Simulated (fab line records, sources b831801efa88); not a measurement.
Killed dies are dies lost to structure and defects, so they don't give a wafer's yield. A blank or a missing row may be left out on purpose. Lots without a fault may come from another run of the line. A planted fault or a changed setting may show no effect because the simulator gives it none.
One fault seen from 2 desks | flow sfq_line | each desk has only its own numbers; what lay behind them comes last

THE METROLOGY DESK
What the gauges read, lot by lot, whatever tool the lot ran on: means of the sampled wafers that have a number. A lot is out of limits, marked OUT, if its mean lies more than 4 standard deviations from the usual mean; the brackets give that distance.
Columns: A = M1_NB_RS at SFQ_M1_RS_MEAS_909, usual 0.893 ohm/sq; B = M1_OVL at SFQ_M1_OVL_MEAS_911, usual 1 nm
lot  | first seen here | A     | B
L746 | day 17 17:48    | 0.886 | 5
L751 | day 20 10:35    | 0.886 | 5
L753 | day 21 12:14    | 0.883 | -2
L761 | day 23 18:38    | 0.882 | -2
L766 | day 26 23:40    | 0.890 | 6
L768 | day 27 13:53    | 0.878 | -4
This desk's finding: nothing out of limits on any of the 6 lots.

THE TOOL OWNER'S DESK: rie_metal-04
The tool's own readings at SFQ_TRILAYER_M1_ETCH_METAL_ETCH_042 (etches Nb in Cl2/Ar, stops on SiO2, target depth 240 nm, time 120 s): means of the sampled wafers that have a number, for each lot that ran on this tool. A lot is out of limits, marked OUT, if its mean lies more than 4 standard deviations from the usual mean; the brackets give that distance.
Columns: A = bias_w at SFQ_TRILAYER_M1_ETCH_METAL_ETCH_042, usual 80.06 W; B = drypump_motor_current_A at SFQ_TRILAYER_M1_ETCH_METAL_ETCH_042, usual 5.9 A; C = oes_product_au at SFQ_TRILAYER_M1_ETCH_METAL_ETCH_042, usual 0.893 a.u.
lot  | first seen here | A               | B   | C
L751 | day 26 23:42    | 86.06 (+25) OUT | 6.4 | 0.899
L753 | day 27 23:42    | 86.21 (+26) OUT | 6.1 | 0.896
L766 | day 33 10:53    | 80.12           | 5.9 | 0.892
This desk's finding: out of limits on L751, L753; first on L751, day 26 23:42 (bias_w at SFQ_TRILAYER_M1_ETCH_METAL_ETCH_042). In limits: L766.

PUT TOGETHER
The tool owner's desk could have raised an alarm at day 26 23:42, on L751, L753.
The metrology desk saw nothing out of limits.
The metrology desk has L751, L753 on record, within its limits.
Of the lots named, all ran SFQ_TRILAYER_M1_ETCH_METAL_ETCH_042 on rie_metal-04.

WHAT THE SIMULATOR HAD PUT IN
Process parameter drift: rie_metal-04, from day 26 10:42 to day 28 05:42, at SFQ_TRILAYER_M1_ETCH_METAL_ETCH_042. Setting bias_w, moved by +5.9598, from 80. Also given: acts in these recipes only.
Lots struck among those shown: L751, L753.
Hours from the fault's start to each desk's first reading out of limits: the tool owner's desk, 13.
